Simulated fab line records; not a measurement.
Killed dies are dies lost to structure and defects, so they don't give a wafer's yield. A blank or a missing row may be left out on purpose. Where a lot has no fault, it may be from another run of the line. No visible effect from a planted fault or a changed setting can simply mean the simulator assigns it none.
A struck lot beside a sound one ; flow gf180mcu ; 14 steps out of a route of 602
Sound: the wafers L239.2, L239.5, L239.6. Wafers struck: L250.1, L250.2, L250.4. The cause comes at the end.
At each step with rows: each side's tool, then ch and its chambers, then its first start. Under that, the readings that differ: sound wafers ; struck wafers ; difference of the means ; sigmas: that difference in standard deviations of wafers without a fault.
alike: words and numbers the same on both sides, and readings whose means are apart by under 2 such deviations; not compared: readings that were withheld, readings missing a value for some wafer, numbers with overlapping values and no deviation given by the record, and bounds like >300 which may hide the same value.
A row with sigmas, a row that says differs or no value, or rows on one side alone: a step with any of these is where the two part. Non-overlapping numbers with no deviation appear without sigmas and do not part them. A reading missing from all wafers of one side parts the sides only when that side holds two or more wafers.

GF_V5_STRIP_18: strips in O2/N2.
  sound on plasma-asher-04 ch 0,1, day 27 20:59; struck on plasma-asher-04 ch 0,1, day 31 13:53
  alike: drypump-motor-current-A, heater-power-w, oes-product-au
  not compared: rf-hours-counter-h
then, 5 steps without rows for these wafers: GF_V5_STRIP_19 (strips in post etch residue remover, time 1200 s); GF_V5_CLEAN_20 (cleans in DIW); GF_V5_SPUTTER_21 (material Ti, target thk 15 nm, time 80.02 s); GF_V5_SPUTTER_22 (material TiN, target thk 10 nm, time 40 s); GF_V5_CVD_23 (deposits W, target thk 350 nm, time 104.9 s).
GF_V5_RS_MEAS_24: measures by four-point-probe.
  sound on film-metro-03 at day 27 21:46; struck on film-metro-02 at day 31 14:39
  alike: V5_W_RS
GF_V5_THK_MEAS_25: measures by xrf.
  sound on film-metro-03 at day 27 21:53; struck on film-metro-02 at day 31 14:46
  alike: V5_W_THK
then, 1 step without rows for these wafers: GF_V5_CMP_26 (polishes, stops on SiO2, t overpolish 15 s, target thk 0 nm).
GF_TOP_METAL_SPUTTER_00: material Ti, target thk 37.5 nm, time 150 s.
  sound on pvd-sputter-03 at day 27 22:14; struck on pvd-sputter-03 at day 31 15:08
  alike: cathode-dc-power-W, chamber-pressure-pa, throttle-valve-pct
GF_TOP_METAL_SPUTTER_01: material TiN, target thk 30 nm, time 25 s.
  sound on pvd-sputter-03 at day 27 22:20; struck on pvd-sputter-03 at day 31 15:14
  alike: cathode-dc-power-W, chamber-pressure-pa, throttle-valve-pct
GF_TOP_METAL_SPUTTER_02: material AlCu, target thk 900 nm, time 47.82 s.
  sound on pvd-sputter-03 at day 27 22:22; struck on pvd-sputter-03 at day 31 15:16
  alike: cathode-dc-power-W, chamber-pressure-pa, throttle-valve-pct
GF_TOP_METAL_SPUTTER_03: material Ti, target thk 5 nm, time 3.3 s.
  sound on pvd-sputter-03 at day 27 22:24; struck on pvd-sputter-03 at day 31 15:18
  no value came back on the struck wafers for cathode-dc-power-W (W), chamber-pressure-pa (Pa), throttle-valve-pct (%); on the sound wafers cathode-dc-power-W (W) reads 2999.4 3000.4 2999.7
GF_TOP_METAL_SPUTTER_04: material TiN, target thk 25 nm, time 20.8 s.
  sound on pvd-sputter-03 at day 27 22:25; struck on pvd-sputter-03 at day 31 15:19
  alike: cathode-dc-power-W, chamber-pressure-pa, throttle-valve-pct

== WHERE THEY PART ==
Only at GF_TOP_METAL_SPUTTER_03, within this record. Later steps at which nothing parts them and some readings are alike: GF_TOP_METAL_SPUTTER_04.

WHY: what had been put in by the simulator
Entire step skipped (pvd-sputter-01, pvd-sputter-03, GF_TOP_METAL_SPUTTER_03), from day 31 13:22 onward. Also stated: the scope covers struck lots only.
